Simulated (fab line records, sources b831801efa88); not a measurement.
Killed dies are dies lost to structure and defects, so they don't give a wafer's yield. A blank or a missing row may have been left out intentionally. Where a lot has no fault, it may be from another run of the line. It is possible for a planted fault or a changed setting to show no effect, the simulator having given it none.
Chamber matching || flow gf180mcu || GF_V2_ETCH_16 on rie diel-01 has 4 sister chambers
The step etches BARC in N2/H2. 22 wafers are shown with their chamber, then 11 later ones without.

== WAFERS WITH THEIR CHAMBER ==
{"wafer": "L074.1", "chamber": 2, "drypump motor current A (A)": 4.8, "oes product au (a.u.)": 0.855, "bias w (W)": 100.3}
{"wafer": "L074.3", "chamber": 0, "drypump motor current A (A)": 5.7, "oes product au (a.u.)": 0.855, "bias w (W)": 99.6}
{"wafer": "L074.5", "chamber": 1, "drypump motor current A (A)": 6.3, "oes product au (a.u.)": 0.856, "bias w (W)": 100.0}
{"wafer": "L075.1", "chamber": 2, "drypump motor current A (A)": 4.7, "oes product au (a.u.)": 0.849, "bias w (W)": 100.1}
{"wafer": "L075.2", "chamber": 0, "drypump motor current A (A)": 5.6, "oes product au (a.u.)": 0.846, "bias w (W)": 99.6}
{"wafer": "L075.4", "chamber": 3, "drypump motor current A (A)": 5.5, "oes product au (a.u.)": 0.855, "bias w (W)": 99.3}
{"wafer": "L079.2", "chamber": 1, "drypump motor current A (A)": 6.3, "oes product au (a.u.)": 0.862, "bias w (W)": 100.4}
{"wafer": "L079.5", "chamber": 2, "drypump motor current A (A)": 4.8, "oes product au (a.u.)": 0.849, "bias w (W)": 99.8}
{"wafer": "L079.6", "chamber": 3, "drypump motor current A (A)": 5.5, "oes product au (a.u.)": 0.855, "bias w (W)": 100.6}
{"wafer": "L080.2", "chamber": 3, "drypump motor current A (A)": 5.5, "oes product au (a.u.)": 0.857, "bias w (W)": 99.5}
{"wafer": "L080.4", "chamber": 0, "drypump motor current A (A)": 5.7, "oes product au (a.u.)": 0.847, "bias w (W)": 100.0}
{"wafer": "L080.6", "chamber": 1, "drypump motor current A (A)": 6.3, "oes product au (a.u.)": 0.865, "bias w (W)": 99.8}
{"wafer": "L083.3", "chamber": 0, "drypump motor current A (A)": 5.6, "oes product au (a.u.)": 0.849, "bias w (W)": 100.6}
{"wafer": "L083.4", "chamber": 1, "drypump motor current A (A)": 6.3, "oes product au (a.u.)": 0.851, "bias w (W)": 100.4}
{"wafer": "L083.5", "chamber": 3, "drypump motor current A (A)": 5.6, "oes product au (a.u.)": 0.861, "bias w (W)": 100.0}
{"wafer": "L084.4", "chamber": 0, "drypump motor current A (A)": 5.7, "oes product au (a.u.)": 0.857, "bias w (W)": 99.6}
{"wafer": "L084.5", "chamber": 2, "drypump motor current A (A)": 4.8, "oes product au (a.u.)": 0.850, "bias w (W)": 100.5}
{"wafer": "L084.6", "chamber": 3, "drypump motor current A (A)": 5.5, "oes product au (a.u.)": 0.861, "bias w (W)": 99.7}
{"wafer": "L088.2", "chamber": 3, "drypump motor current A (A)": 5.6, "oes product au (a.u.)": 0.846, "bias w (W)": 99.6}
{"wafer": "L088.3", "chamber": 0, "drypump motor current A (A)": 5.6, "oes product au (a.u.)": 0.850, "bias w (W)": 99.6}
{"wafer": "L088.5", "chamber": 3, "drypump motor current A (A)": 5.5, "oes product au (a.u.)": 0.850, "bias w (W)": 99.6}
{"wafer": "L089.1", "chamber": 0, "drypump motor current A (A)": 5.7, "oes product au (a.u.)": 0.857, "bias w (W)": 99.7}

SIGNATURES, as means of the wafers listed above
{"reading": "drypump motor current A", "chamber 0": 5.657, "chamber 1": 6.300, "chamber 2": 4.775, "chamber 3": 5.529, "scatter within a chamber": 0.0465}
{"reading": "oes product au", "chamber 0": 0.85157, "chamber 1": 0.85850, "chamber 2": 0.85075, "chamber 3": 0.85500, "scatter within a chamber": 0.00503}
{"reading": "bias w", "chamber 0": 99.814, "chamber 1": 100.150, "chamber 2": 100.175, "chamber 3": 99.757, "scatter within a chamber": 0.371}
Rule: for each reading, subtract the chamber's mean from the wafer's reading, divide by that reading's scatter and square the result; add these up over the readings and take the root, which gives the wafer's distance from the chamber. The wafer belongs to the nearest chamber; if the next one is less than 2 further off, it can't be placed. The scatter is the square root of a quotient: the sum, over the shown wafers, of each reading's squared deviation from its chamber's mean, divided by wafers minus chambers.

== WAFERS WHOSE CHAMBER IS MISSING ==
{"wafer": "L089.3", "drypump motor current A (A)": 4.8, "oes product au (a.u.)": 0.854, "bias w (W)": 100.4}
{"wafer": "L089.6", "drypump motor current A (A)": 5.5, "oes product au (a.u.)": 0.851, "bias w (W)": 100.0}
{"wafer": "L090.1", "drypump motor current A (A)": 4.8, "oes product au (a.u.)": 0.859, "bias w (W)": 99.7}
{"wafer": "L090.2", "drypump motor current A (A)": 6.4, "oes product au (a.u.)": 0.855, "bias w (W)": 99.8}
{"wafer": "L090.4", "drypump motor current A (A)": 5.5, "oes product au (a.u.)": 0.857, "bias w (W)": 100.7}
{"wafer": "L094.1", "drypump motor current A (A)": 5.6, "oes product au (a.u.)": 0.858, "bias w (W)": 99.6}
{"wafer": "L094.2", "drypump motor current A (A)": 4.8, "oes product au (a.u.)": 0.856, "bias w (W)": 100.3}
{"wafer": "L094.4", "drypump motor current A (A)": 6.3, "oes product au (a.u.)": 0.858, "bias w (W)": 100.5}
{"wafer": "L097.1", "drypump motor current A (A)": 6.3, "oes product au (a.u.)": 0.850, "bias w (W)": 99.7}
{"wafer": "L097.3", "drypump motor current A (A)": 5.6, "oes product au (a.u.)": 0.859, "bias w (W)": 99.5}
{"wafer": "L097.4", "drypump motor current A (A)": 4.8, "oes product au (a.u.)": 0.856, "bias w (W)": 100.0}

== THE CHAMBER EACH PASSED THROUGH ==
{"wafer": "L089.3", "from the rows above": 2, "in truth": 2}
{"wafer": "L089.6", "from the rows above": 3, "in truth": 3}
{"wafer": "L090.1", "from the rows above": 2, "in truth": 2}
{"wafer": "L090.2", "from the rows above": 1, "in truth": 1}
{"wafer": "L090.4", "from the rows above": "can't be placed: 3 or 0", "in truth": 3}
{"wafer": "L094.1", "from the rows above": "can't be placed: 3 or 0", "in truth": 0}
{"wafer": "L094.2", "from the rows above": 2, "in truth": 2}
{"wafer": "L094.4", "from the rows above": 1, "in truth": 1}
{"wafer": "L097.1", "from the rows above": 1, "in truth": 1}
{"wafer": "L097.3", "from the rows above": "can't be placed: 3 or 0", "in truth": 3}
{"wafer": "L097.4", "from the rows above": 2, "in truth": 2}
Correct placement for 8 of the 11. Can't be placed from these rows: 3 (the true chamber is among the candidates in 3). Placed wrongly: 0.
